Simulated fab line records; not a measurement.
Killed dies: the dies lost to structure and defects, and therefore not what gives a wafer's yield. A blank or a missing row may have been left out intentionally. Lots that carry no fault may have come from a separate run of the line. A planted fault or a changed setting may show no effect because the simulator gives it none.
fab line records    flow sky130
record: lots: 5  wafers: 15  last_day: 50
route steps=708 shown LDD_P@259 LDD_HVN@267 LDD_HVP@278 LDD_LDN@289 PAD_OPEN@708
lots untouched by any fault: they come from a run of this same line in which no faults occurred
start_h: hours from the record's opening day to when the first of the lot's shown wafers began    wait_h: hours since the lot's step before    " identical to the entry in the row above    L1.1+2: several wafers, shown together as one row    - no value, or no start given    * or withheld: withheld    < > ~ a bound
route shown NAME@n: names a module that has steps shown in the file, with the first one's number in the route    usual: the fault-free wafers' mean and standard deviation    same: alike in all rows    chamber/n: place in a boat    sites: readings site by site    _std_site: standard deviation of those values    _edge_site: outer sites' mean less inner sites'    radius_mm: how far each site lies from the wafer's centre    mask NAME#n: copy n    behind: the tool/chamber that last shaped the wafer    hold: why the lot was held/for how many hours/how that ended    device: the n, p or np transistor that did not switch    end of line: the route-end tests of the same wafers    a step without rows: its recipe alone    killed: dies lost to structure and defects at the first sort, not the wafer's yield    map: a wafer's dies, x killed, . not, _ none there
set.NAME: the setting as run; set.NAME@STEP: as run at that earlier step    model.NAME: the simulator's own value behind a step, which no gauge read
lots at some steps of the route; a table a step, a row a wafer
services: from which hour (start_h, from the record's first day; less than 0 if before it) a tool's chamber was out of use, for how many hours, and why
== steps ==
step: SKY_LDD_P_EXPOSE_04
recipe: mask_id: PSDM  na: 0.6  source_shape: conventional  sigma_outer: 0.6  polarization: unpolarized  target_cd_nm: 380  dose_mj: 138
step: SKY_LDD_P_PEB_05
recipe: temp_c: withheld  time_s: *  resist: NOVOLAK
step: SKY_LDD_P_DEVELOP_06
recipe: resist: NOVOLAK  developer: TMAH  develop_time_s: 60  dev_temp_c: 23
step: SKY_LDD_P_CD_MEAS_07
recipe: target_cd_nm: 380
usual: cd_nm: 380.4/2.9
lot.wafer  tool       chamber  start_h  wait_h  cd_nm
L311.1     cd_sem-02  -        487.37   0.1     383.2
L311.3     "          -        "        "       380.9
L311.5     "          -        "        "       383.2
L313.1     cd_sem-02  -        506.11   0.1     377.2
L313.3     "          -        "        "       377.7
L313.4     "          -        "        "       377.9
L317.2     cd_sem-02  -        540.38   0.1     381.6
L317.4     "          -        "        "       381.6
L317.5     "          -        "        "       381.1
L326.3     cd_sem-01  -        607.61   0.1     381.9
L326.4     "          -        "        "       383.5
L326.5     "          -        "        "       377.2
L327.4     cd_sem-02  -        615.22   0.1     381.4
L327.5     "          -        "        "       379.1
L327.6     "          -        "        "       381.1
step: SKY_LDD_P_OVL_MEAS_08
usual: LDD_P_OVL: -0.5/1.4
lot.wafer  tool        chamber  start_h  wait_h  LDD_P_OVL[nm]
L311.1     overlay-01  -        487.49   0.1     -0.5
L311.3     "           -        "        "       -1.7
L311.5     "           -        "        "       -1.9
L313.1     overlay-02  -        506.23   0.1     1.0
L313.3     "           -        "        "       1.4
L313.4     "           -        "        "       1.7
L317.2     overlay-02  -        540.49   0.1     -0.5
L317.4     "           -        "        "       0.9
L317.5     "           -        "        "       1.3
L326.3     overlay-02  -        607.70   0.1     0.3
L326.4     "           -        "        "       1.2
L326.5     "           -        "        "       0.2
L327.4     overlay-02  -        615.30   0.1     -3.4
L327.5     "           -        "        "       -3.7
L327.6     "           -        "        "       -2.2
step: SKY_LDD_P_IMPLANT_09
recipe: species: BF2  energy_kev: 25  dose_cm2: 1e+13  tilt_deg: withheld
step: SKY_LDD_P_STRIP_10
recipe: chemistry: O2/N2  power_w: 1400  pressure_mtorr: 1500  platen_temp_c: withheld  o2_flow_sccm: 3000  n2_flow_sccm: 300  overash_fraction: 0.5
usual: drypump_motor_current_A: 5.7/0.49  oes_product_au: 0.716/0.0047  strip_time_to_endpoint_s: 14.17/0.039
lot.wafer  tool             chamber  start_h  wait_h  drypump_motor_current_A  oes_product_au  rf_hours_counter_h  strip_time_to_endpoint_s
L311.1     plasma_asher-02  0        487.68   0.1     5.4                      0.713           82                  14.23
L311.3     "                0        "        "       5.4                      0.718           -                   14.25
L311.5     "                0        "        "       5.4                      0.720           -                   14.23
L313.1     plasma_asher-01  1        506.42   0.1     6.5                      0.714           37                  14.09
L313.3     "                1        "        "       6.5                      0.713           -                   14.14
L313.4     "                0        "        "       5.3                      0.710           -                   14.11
L317.2     plasma_asher-01  1        540.67   0.1     6.5                      0.718           40                  14.14
L317.4     "                0        "        "       5.3                      0.717           -                   14.21
L317.5     "                1        "        "       6.5                      0.723           -                   14.14
L326.3     plasma_asher-04  1        607.91   0.1     5.7                      0.711           -                   14.12
L326.4     "                0        "        "       5.1                      0.715           -                   14.13
L326.5     "                0        "        "       5.0                      0.718           -                   14.12
L327.4     plasma_asher-01  1        615.50   0.1     6.5                      0.717           -                   14.16
L327.5     "                0        "        "       5.3                      0.713           -                   14.14
L327.6     "                1        "        "       6.5                      0.717           -                   14.21
step: SKY_LDD_P_TW_MEAS_11
usual: LDD_P_TW: 639/5
lot.wafer  tool           chamber  start_h  wait_h  LDD_P_TW
L311.1     film_metro-03  -        487.78   0.1     640
L311.3     "              -        "        "       638
L311.5     "              -        "        "       641
L313.1     film_metro-02  -        506.52   0.1     635
L313.3     "              -        "        "       632
L313.4     "              -        "        "       634
L317.2     film_metro-02  -        540.78   0.1     633
L317.4     "              -        "        "       637
L317.5     "              -        "        "       632
L326.3     film_metro-03  -        607.99   0.1     638
L326.4     "              -        "        "       640
L326.5     "              -        "        "       641
L327.4     film_metro-03  -        615.60   0.1     637
L327.5     "              -        "        "       643
L327.6     "              -        "        "       641
step: SKY_LDD_HVN_DEHYDRATE_00
recipe: temp_c: 200  time_s: 60
step: SKY_LDD_HVN_HMDS_01
recipe: prime_time_s: 60  prime_temp_c: 120
step: SKY_LDD_HVN_COAT_02
recipe: resist: NOVOLAK  spin_rpm: 3000  resist_thk_nm: 300
step: SKY_LDD_HVN_SOFTBAKE_03
recipe: temp_c: 90  time_s: 60  resist: NOVOLAK
step: SKY_LDD_HVN_EXPOSE_04
recipe: mask_id: HVNTM  na: 0.6  source_shape: conventional  sigma_outer: 0.6  polarization: unpolarized  target_cd_nm: 700  dose_mj: 127
lot.wafer   tool              chamber  start_h  wait_h  mask
L311.1+3+5  iline_stepper-01  0        503.11   -       HVNTM#0
L313.1+3+4  iline_stepper-02  0        521.63   -       HVNTM#0
L317.2+4+5  iline_stepper-02  0        555.96   -       LDNTM#0
L326.3+4+5  iline_stepper-01  0        621.67   -       HVNTM#0
L327.4+5+6  iline_stepper-02  0        631.00   -       HVNTM#0
step: SKY_LDD_HVN_PEB_05
recipe: temp_c: withheld  time_s: *  resist: NOVOLAK
step: SKY_LDD_HVN_DEVELOP_06
recipe: resist: NOVOLAK  developer: TMAH  develop_time_s: 60  dev_temp_c: 23
step: SKY_LDD_HVN_OVL_MEAS_07
usual: LDD_HVN_OVL: -0.3/1.6
lot.wafer  tool        chamber  start_h  wait_h  LDD_HVN_OVL[nm]
L311.1     overlay-01  -        518.31   0.1     -0.1
L311.3     "           -        "        "       -0.1
L311.5     "           -        "        "       -0.2
L313.1     overlay-02  -        537.61   0.1     -2.0
L313.3     "           -        "        "       -1.3
L313.4     "           -        "        "       -1.3
L317.2     overlay-02  -        570.66   0.1     -
L317.4     "           -        "        "       -
L317.5     "           -        "        "       -
L326.3     overlay-01  -        637.38   0.1     -1.9
L326.4     "           -        "        "       -2.1
L326.5     "           -        "        "       -1.5
L327.4     overlay-01  -        645.47   0.1     1.5
L327.5     "           -        "        "       2.0
L327.6     "           -        "        "       1.8
step: SKY_LDD_HVN_IMPLANT_08
recipe: species: P  energy_kev: 60  dose_cm2: 2.957e+13  tilt_deg: 40
step: SKY_LDD_HVN_STRIP_09
recipe: chemistry: O2/N2  power_w: 1400  pressure_mtorr: 1500  platen_temp_c: withheld  o2_flow_sccm: 3000  n2_flow_sccm: 300  overash_fraction: 0.5
usual: drypump_motor_current_A: 5.7/0.47  oes_product_au: 0.408/0.0041  strip_time_to_endpoint_s: 4.135/0.016
lot.wafer  tool             chamber  start_h  wait_h  drypump_motor_current_A  oes_product_au  rf_hours_counter_h  strip_time_to_endpoint_s
L311.1     plasma_asher-01  1        518.50   0.1     6.5                      0.409           38                  4.125
L311.3     "                1        "        "       6.5                      0.413           -                   4.129
L311.5     "                0        "        "       5.3                      0.413           -                   4.120
L313.1     plasma_asher-02  1        537.80   0.1     6.0                      0.406           87                  4.156
L313.3     "                0        "        "       5.4                      0.408           -                   4.172
L313.4     "                1        "        "       6.0                      0.409           -                   4.140
L317.2     plasma_asher-03  1        570.84   0.1     5.1                      0.413           14                  4.116
L317.4     "                0        "        "       5.6                      0.414           -                   4.120
L317.5     "                1        "        "       5.2                      0.409           -                   4.137
L326.3     plasma_asher-03  0        637.59   0.1     5.6                      0.407           -                   4.147
L326.4     "                1        "        "       5.2                      0.410           -                   4.157
L326.5     "                1        "        "       5.2                      0.400           -                   4.147
L327.4     plasma_asher-02  0        645.67   0.1     5.4                      0.407           -                   4.136
L327.5     "                1        "        "       6.1                      0.407           -                   4.137
L327.6     "                0        "        "       5.4                      0.410           -                   4.130
step: SKY_LDD_HVN_TW_MEAS_10
usual: LDD_HVN_TW: 1437/7
lot.wafer  tool           chamber  start_h  wait_h  LDD_HVN_TW
L311.1     film_metro-02  -        518.60   0.1     1438
L311.3     "              -        "        "       1433
L311.5     "              -        "        "       1422
L313.1     film_metro-02  -        537.90   0.1     1429
L313.3     "              -        "        "       1424
L313.4     "              -        "        "       1424
L317.2     film_metro-04  -        570.95   0.1     30
L317.4     "              -        "        "       31
L317.5     "              -        "        "       30
L326.3     film_metro-04  -        637.67   0.1     1431
L326.4     "              -        "        "       1443
L326.5     "              -        "        "       1441
L327.4     film_metro-02  -        645.77   0.1     1442
L327.5     "              -        "        "       1439
L327.6     "              -        "        "       1434
step: SKY_LDD_HVP_DEHYDRATE_00
recipe: temp_c: 200  time_s: 60
step: SKY_LDD_HVP_HMDS_01
recipe: prime_time_s: 60  prime_temp_c: 120
step: SKY_LDD_HVP_COAT_02
recipe: resist: NOVOLAK  spin_rpm: 3000  resist_thk_nm: 300
step: SKY_LDD_HVP_SOFTBAKE_03
recipe: temp_c: 90  time_s: 60  resist: NOVOLAK
step: SKY_LDD_HVP_EXPOSE_04
recipe: mask_id: HVPTM  na: 0.6  source_shape: conventional  sigma_outer: 0.6  polarization: unpolarized  target_cd_nm: 700  dose_mj: 86
step: SKY_LDD_HVP_PEB_05
recipe: temp_c: withheld  time_s: *  resist: NOVOLAK
step: SKY_LDD_HVP_DEVELOP_06
recipe: resist: NOVOLAK  developer: TMAH  develop_time_s: 60  dev_temp_c: 23
step: SKY_LDD_HVP_OVL_MEAS_07
usual: LDD_HVP_OVL: 0.0/1.5
lot.wafer  tool        chamber  start_h  wait_h  LDD_HVP_OVL[nm]
L311.1     overlay-02  -        550.57   0.1     -1.5
L311.3     "           -        "        "       -1.7
L311.5     "           -        "        "       -1.5
L313.1     overlay-02  -        566.37   0.1     -0.5
L313.3     "           -        "        "       -0.9
L313.4     "           -        "        "       0.5
L317.2     overlay-02  -        600.42   0.1     -3.0
L317.4     "           -        "        "       -2.4
L317.5     "           -        "        "       -3.3
L326.3     overlay-02  -        666.27   0.1     0.1
L326.4     "           -        "        "       2.3
L326.5     "           -        "        "       0.6
L327.4     overlay-01  -        673.77   0.1     -0.8
L327.5     "           -        "        "       -0.8
L327.6     "           -        "        "       -1.9
step: SKY_LDD_HVP_IMPLANT_08
recipe: species: B  energy_kev: 20  dose_cm2: 1.7e+13  tilt_deg: 17.9
step: SKY_LDD_HVP_STRIP_09
recipe: chemistry: O2/N2  power_w: 1400  pressure_mtorr: 1500  platen_temp_c: withheld  o2_flow_sccm: 3000  n2_flow_sccm: 300  overash_fraction: 0.5
usual: drypump_motor_current_A: 5.5/0.45  oes_product_au: 0.409/0.0041  strip_time_to_endpoint_s: 4.132/0.015
lot.wafer  tool             chamber  start_h  wait_h  drypump_motor_current_A  oes_product_au  rf_hours_counter_h  strip_time_to_endpoint_s
L311.1     plasma_asher-04  1        550.79   0.1     5.7                      0.407           70                  4.130
L311.3     "                1        "        "       5.7                      0.409           -                   4.141
L311.5     "                1        "        "       5.7                      0.395           -                   4.127
L313.1     plasma_asher-04  1        566.55   0.1     5.7                      0.401           71                  4.135
L313.3     "                1        "        "       5.7                      0.406           -                   4.120
L313.4     "                0        "        "       5.0                      0.408           -                   4.140
L317.2     plasma_asher-04  0        600.60   0.1     5.0                      0.411           74                  4.128
L317.4     "                1        "        "       5.7                      0.410           -                   4.113
L317.5     "                0        "        "       5.0                      0.408           -                   4.156
L326.3     plasma_asher-01  1        666.47   0.1     6.5                      0.410           -                   4.124
L326.4     "                0        "        "       5.3                      0.407           -                   4.121
L326.5     "                0        "        "       5.3                      0.406           -                   4.145
L327.4     plasma_asher-04  0        673.97   0.1     5.0                      0.412           -                   4.153
L327.5     "                0        "        "       5.0                      0.416           -                   4.151
L327.6     "                1        "        "       5.6                      0.414           -                   4.176
step: SKY_LDD_HVP_TW_MEAS_10
usual: LDD_HVP_TW: 459.1/2.7
lot.wafer  tool           chamber  start_h  wait_h  LDD_HVP_TW
L311.1     film_metro-04  -        550.89   0.1     457.3
L311.3     "              -        "        "       457.9
L311.5     "              -        "        "       459.3
L313.1     film_metro-04  -        566.65   0.1     460.4
L313.3     "              -        "        "       461.8
L313.4     "              -        "        "       459.6
L317.2     film_metro-04  -        600.71   0.1     459.9
L317.4     "              -        "        "       456.3
L317.5     "              -        "        "       457.0
L326.3     film_metro-02  -        666.56   0.1     454.9
L326.4     "              -        "        "       455.4
L326.5     "              -        "        "       457.6
L327.4     film_metro-04  -        674.07   0.1     459.4
L327.5     "              -        "        "       459.9
L327.6     "              -        "        "       457.9
step: SKY_LDD_LDN_DEHYDRATE_00
recipe: temp_c: 200  time_s: 60
step: SKY_LDD_LDN_HMDS_01
recipe: prime_time_s: 60  prime_temp_c: 120
step: SKY_LDD_LDN_COAT_02
recipe: resist: NOVOLAK  spin_rpm: 3000  resist_thk_nm: 1140
step: SKY_LDD_LDN_SOFTBAKE_03
recipe: temp_c: 90  time_s: 60  resist: NOVOLAK
step: SKY_LDD_LDN_EXPOSE_04
recipe: mask_id: LDNTM  na: 0.6  source_shape: conventional  sigma_outer: 0.6  polarization: unpolarized  target_cd_nm: 700  dose_mj: 140
step: SKY_LDD_LDN_PEB_05
recipe: temp_c: withheld  time_s: *  resist: NOVOLAK
step: SKY_LDD_LDN_DEVELOP_06
recipe: resist: NOVOLAK  developer: TMAH  develop_time_s: 60  dev_temp_c: 23
step: SKY_LDD_LDN_OVL_MEAS_07
usual: LDD_LDN_OVL: -1.0/1.1
lot.wafer  tool        chamber  start_h  wait_h  LDD_LDN_OVL[nm]
L311.1     overlay-02  -        580.02   0.1     -1.6
L311.3     "           -        "        "       -0.6
L311.5     "           -        "        "       -2.1
L313.1     overlay-02  -        595.67   0.1     -1.1
L313.3     "           -        "        "       -0.6
L313.4     "           -        "        "       -0.3
L317.2     overlay-02  -        630.37   0.1     -1.5
L317.4     "           -        "        "       -2.9
L317.5     "           -        "        "       -1.0
L326.3     overlay-01  -        693.97   0.1     -1.3
L326.4     "           -        "        "       -0.4
L326.5     "           -        "        "       -1.1
L327.4     overlay-02  -        701.28   0.1     -2.1
L327.5     "           -        "        "       -3.5
L327.6     "           -        "        "       -3.0
step: SKY_LDD_LDN_IMPLANT_08
recipe: species: As  energy_kev: 15  dose_cm2: 1.25e+13  tilt_deg: withheld  rotation_deg: 23
step: SKY_LDD_LDN_IMPLANT_09
recipe: species: As  energy_kev: 15  dose_cm2: 1.235e+13  tilt_deg: withheld  rotation_deg: 113
step: SKY_LDD_LDN_IMPLANT_10
recipe: species: As  energy_kev: 15  dose_cm2: 1.25e+13  tilt_deg: withheld  rotation_deg: 203
step: SKY_LDD_LDN_IMPLANT_11
recipe: species: As  energy_kev: 15  dose_cm2: 1.25e+13  tilt_deg: withheld  rotation_deg: 293
step: SKY_LDD_LDN_TW_MEAS_13
usual: LDD_LDN_TW: 1493/6.7
lot.wafer  tool           chamber  start_h  wait_h  LDD_LDN_TW
L311.1     film_metro-04  -        580.75   0.1     1489
L311.3     "              -        "        "       1484
L311.5     "              -        "        "       1484
L313.1     film_metro-04  -        596.40   0.1     1477
L313.3     "              -        "        "       1488
L313.4     "              -        "        "       1483
L317.2     film_metro-04  -        631.11   0.1     1824
L317.4     "              -        "        "       1827
L317.5     "              -        "        "       1833
L326.3     film_metro-04  -        694.71   0.1     1487
L326.4     "              -        "        "       1477
L326.5     "              -        "        "       1492
L327.4     film_metro-03  -        702.03   0.1     1500
L327.5     "              -        "        "       1491
L327.6     "              -        "        "       1492
step: SKY_PAD_OPEN_PROBE_99
usual: killed_at_M0_to_M3: 42/7.2  killed_at_M4_up: 3.5/1.8  killed_at_contacts: 25/5.7  killed_at_front_end: 16/4.6  killed_at_other: 0.2/0.41  killed_dies: 86/9.3  killed_on_rim: 17/3.9  killed_open: 47/6.3  killed_short: 39/5.9
same: gross_dies: 492  killed_at_back_side: 0
lot.wafer  tool       chamber  start_h  wait_h  killed_at_M0_to_M3  killed_at_M4_up  killed_at_contacts  killed_at_front_end  killed_at_other  killed_dies  killed_on_rim  killed_open  killed_short
L311.1     prober-02  -        1114.39  0.1     35                  6                36                  14                   0                91           17             57           34
L311.3     prober-02  -        1114.49  0.2     48                  5                26                  28                   1                108          22             58           50
L311.5     prober-02  -        1114.59  0.2     43                  3                32                  13                   0                91           24             57           34
L313.1     prober-02  -        1125.62  0.1     43                  5                23                  12                   1                84           20             49           35
L313.3     prober-02  -        1125.72  0.2     38                  0                35                  19                   0                92           15             51           41
L313.4     prober-02  -        1125.77  0.2     33                  2                28                  20                   0                83           19             50           33
L317.2     prober-02  -        1146.54  0.1     33                  3                22                  434                  0                492          96             37           33
L317.4     prober-02  -        1146.64  0.2     32                  2                20                  438                  0                492          96             37           33
L317.5     prober-02  -        1146.69  0.2     34                  0                31                  427                  0                492          96             38           39
L326.3     prober-01  -        1187.34  0.2     44                  4                15                  13                   0                76           18             36           40
L326.4     prober-01  -        1187.39  0.2     46                  3                17                  20                   1                87           18             51           36
L326.5     prober-01  -        1187.44  0.2     46                  1                27                  18                   0                92           16             51           41
L327.4     prober-02  -        1191.84  0.2     35                  3                27                  14                   0                79           12             44           35
L327.5     prober-02  -        1191.89  0.2     36                  7                22                  14                   1                80           19             38           42
L327.6     prober-02  -        1191.94  0.2     56                  2                18                  17                   1                94           20             50           44
killed by level:class
L311.1 LI_CONTACT:geometric_particle:open=13 CONTACT:geometric_particle:open=13 VIA1:geometric_particle:open=10 FIELD_ISO:geometric_particle:open=6 VIA2:geometric_particle:open=6 POLY_GATE:geometric_particle:short=5 VIA3:geometric_particle:open=5 LI_CONTACT:geometric_particle:short=4
L311.3 VIA1:geometric_particle:open=12 CONTACT:geometric_particle:open=10 FIELD_ISO:geometric_particle:open=9 VIA2:geometric_particle:open=9 VIA3:geometric_particle:short=8 FIELD_ISO:geometric_particle:short=5 LOCAL_INTERCONNECT:geometric_particle:short=5 VIA1:geometric_particle:short=5
L311.5 VIA1:geometric_particle:open=15 CONTACT:geometric_particle:open=15 CONTACT:geometric_particle:short=7 VIA2:geometric_particle:open=7 VIA3:geometric_particle:open=7 LI_CONTACT:geometric_particle:open=5 VIA2:geometric_particle:short=5 FIELD_ISO:geometric_particle:short=4
L313.1 VIA1:geometric_particle:open=12 CONTACT:geometric_particle:open=9 VIA3:geometric_particle:open=7 VIA2:geometric_particle:open=5 CONTACT:geometric_particle:short=5 LOCAL_INTERCONNECT:geometric_particle:short=4 METAL1:geometric_particle:short=4 METAL4:geometric_particle:short=4
L313.3 CONTACT:geometric_particle:open=19 VIA1:geometric_particle:open=9 FIELD_ISO:geometric_particle:short=8 LI_CONTACT:geometric_particle:short=6 VIA3:geometric_particle:open=5 LI_CONTACT:geometric_particle:open=5 METAL2:geometric_particle:short=5 VIA2:geometric_particle:open=5
L313.4 CONTACT:geometric_particle:open=17 VIA1:geometric_particle:open=13 POLY_GATE:geometric_particle:short=9 LI_CONTACT:geometric_particle:open=6 VIA1:geometric_particle:short=4 POLY_GATE:geometric_particle:open=3 CONTACT:geometric_particle:short=3 METAL1:geometric_particle:short=3
L317.2 LDD_HVN:area_expose=422 CONTACT:geometric_particle:open=8 VIA3:geometric_particle:open=7 CONTACT:geometric_particle:short=6 VIA2:geometric_particle:open=6 METAL1:geometric_particle:short=4 VIA1:geometric_particle:open=4 METAL2:geometric_particle:short=4
L317.4 LDD_HVN:area_expose=422 CONTACT:geometric_particle:open=9 METAL2:geometric_particle:short=7 CONTACT:geometric_particle:short=6 VIA1:geometric_particle:open=5 VIA3:geometric_particle:open=5 FIELD_ISO:geometric_particle:short=4 POLY_GATE:geometric_particle:open=4
L317.5 LDD_HVN:area_expose=415 CONTACT:geometric_particle:open=11 FIELD_ISO:geometric_particle:short=6 VIA1:geometric_particle:open=6 LI_CONTACT:geometric_particle:short=5 LI_CONTACT:geometric_particle:open=5 METAL2:geometric_particle:short=5 LOCAL_INTERCONNECT:geometric_particle:short=4
L326.3 VIA1:geometric_particle:short=10 VIA1:geometric_particle:open=7 CONTACT:geometric_particle:open=6 VIA3:geometric_particle:open=5 FIELD_ISO:geometric_particle:short=4 LI_CONTACT:geometric_particle:open=4 METAL2:geometric_particle:short=4 VIA2:geometric_particle:short=4
L326.4 CONTACT:geometric_particle:open=10 VIA1:geometric_particle:open=10 VIA3:geometric_particle:open=8 VIA2:geometric_particle:open=8 FIELD_ISO:geometric_particle:short=5 METAL1:geometric_particle:short=5 VIA1:geometric_particle:short=5 SPACER:geometric_particle:open=4
L326.5 VIA1:geometric_particle:open=14 LOCAL_INTERCONNECT:geometric_particle:short=8 CONTACT:geometric_particle:open=8 VIA3:geometric_particle:open=7 FIELD_ISO:geometric_particle:short=5 LI_CONTACT:geometric_particle:open=5 METAL1:geometric_particle:short=5 FIELD_ISO:geometric_particle:open=4
L327.4 LI_CONTACT:geometric_particle:open=11 POLY_GATE:geometric_particle:open=8 METAL1:geometric_particle:short=7 VIA3:geometric_particle:open=7 CONTACT:geometric_particle:short=6 CONTACT:geometric_particle:open=5 VIA1:geometric_particle:short=5 LOCAL_INTERCONNECT:geometric_particle:short=5
L327.5 CONTACT:geometric_particle:open=10 VIA1:geometric_particle:open=7 METAL4:geometric_particle:short=6 METAL2:geometric_particle:short=6 LOCAL_INTERCONNECT:geometric_particle:short=5 VIA1:geometric_particle:short=5 VIA3:geometric_particle:open=4 FIELD_ISO:geometric_particle:short=3
L327.6 VIA3:geometric_particle:open=14 VIA1:geometric_particle:open=10 POLY_GATE:geometric_particle:short=7 LI_CONTACT:geometric_particle:open=7 VIA2:geometric_particle:open=7 METAL2:geometric_particle:short=6 VIA1:geometric_particle:short=6 METAL3:geometric_particle:short=4
map L317.2 (x killed, . not)
__________xxxxxxxxxx_________
________xxxxxxxxxxxxxx_______
______xxxxxxxxxxxxxxxxxx_____
_____xxxxxxxxxxxxxxxxxxxx____
____xxxxxxxxxxxxxxxxxxxxxx___
___xxxxxxxxxxxxxxxxxxxxxxxx__
__xxxxxxxxxxxxxxxxxxxxxxxxxx_
_xxxxxxxxxxxxxxxxxxxxxxxxxxxx
_xxxxxxxxxxxxxxxxxxxxxxxxxxxx
_xxxxxxxxxxxxxxxxxxxxxxxxxxxx
_xxxxxxxxxxxxxxxxxxxxxxxxxxxx
_xxxxxxxxxxxxxxxxxxxxxxxxxxxx
_xxxxxxxxxxxxxxxxxxxxxxxxxxxx
_xxxxxxxxxxxxxxxxxxxxxxxxxxxx
_xxxxxxxxxxxxxxxxxxxxxxxxxxxx
__xxxxxxxxxxxxxxxxxxxxxxxxxx_
___xxxxxxxxxxxxxxxxxxxxxxxx__
____xxxxxxxxxxxxxxxxxxxxxx___
_____xxxxxxxxxxxxxxxxxxxx____
______xxxxxxxxxxxxxxxxxx_____
________xxxxxxxxxxxxxx_______
__________xxxxxxxxxx_________
map L313.3 (x killed, . not)
__________...x....x._________
________........x....._______
______.x.........xx...x._____
_____......x.xx.........x____
____...x.x.....x........xx___
___...x.xxx..x.xx.x........__
__...x....x...........x.x..._
_x....x.........x......x.....
_......x..x......x...........
_x..x.....xx.x...x.x.......x.
_.x....x.xx.x.............xx.
_...x.............x.........x
_.......xx....x......x.....x.
_......................x..xx.
_....x..xx..x...x............
__x...xx.....x..x.........x._
___x.x.xx...xx.xx....x.....__
____..x........x...x......___
_____.....x.....x........____
______..xxx..x.........._____
________.........x...._______
__________x........._________
== services ==
tool              chamber  start_h  hours  kind
iline_stepper-02  -        479.25   1.7    pm
plasma_asher-02   -        514.04   2.8    pm
iline_stepper-01  -        517.08   2.1    pm
iline_stepper-01  -        519.16   -      consumable_replace:lamp
iline_stepper-01  -        525.66   8.9    pm
iline_stepper-02  -        526.04   9.7    repair
iline_stepper-02  -        557.69   2.1    pm
iline_stepper-02  -        559.77   -      consumable_replace:lamp
iline_stepper-01  -        584.56   4.4    pm
plasma_asher-02   -        620.27   6.6    repair
plasma_asher-02   -        621.19   0.5    repair
iline_stepper-02  -        621.24   0.6    repair
plasma_asher-03   -        658.06   9.0    repair
iline_stepper-01  -        666.11   1.7    pm
== key ==
first_sign: step: SKY_LDD_HVN_EXPOSE_04  reading: mask  direction: changed
effect: step: SKY_LDD_HVN_OVL_MEAS_07  reading: LDD_HVN_OVL  direction: missing
effect: step: SKY_LDD_HVN_TW_MEAS_10  reading: LDD_HVN_TW  direction: down  sigmas: 99+  usual: 1437  struck: 30
effect: step: SKY_LDD_LDN_TW_MEAS_13  reading: LDD_LDN_TW  direction: up  sigmas: 50  usual: 1493  struck: 1828
effect: step: SKY_PAD_OPEN_PROBE_99  reading: killed_at_front_end  direction: up  sigmas: 90  usual: 16  struck: 433
more_kills_born_at: SKY_LDD_HVN_EXPOSE_04@iline_stepper-02: 1259
met_at SKY_LDD_HVN_EXPOSE_04
struck_wafers L317.2,L317.4,L317.5
tester_left_out L317
onset_between 521.63 555.96
fault: kind: wrong_mask  tool: any  chamber: -  onset_h: 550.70  steps: SKY_LDD_HVN_EXPOSE_04  aux_copy: LDNTM#0  scope: struck_lots_only
tester_left_out: of these lots the tester's yield and bins aren't shown, on N5 and GAA mostly nor the transistor test; their killed dies are dies lost to structure and defects alone, not to doping, threshold or leakage, so they don't give the yield
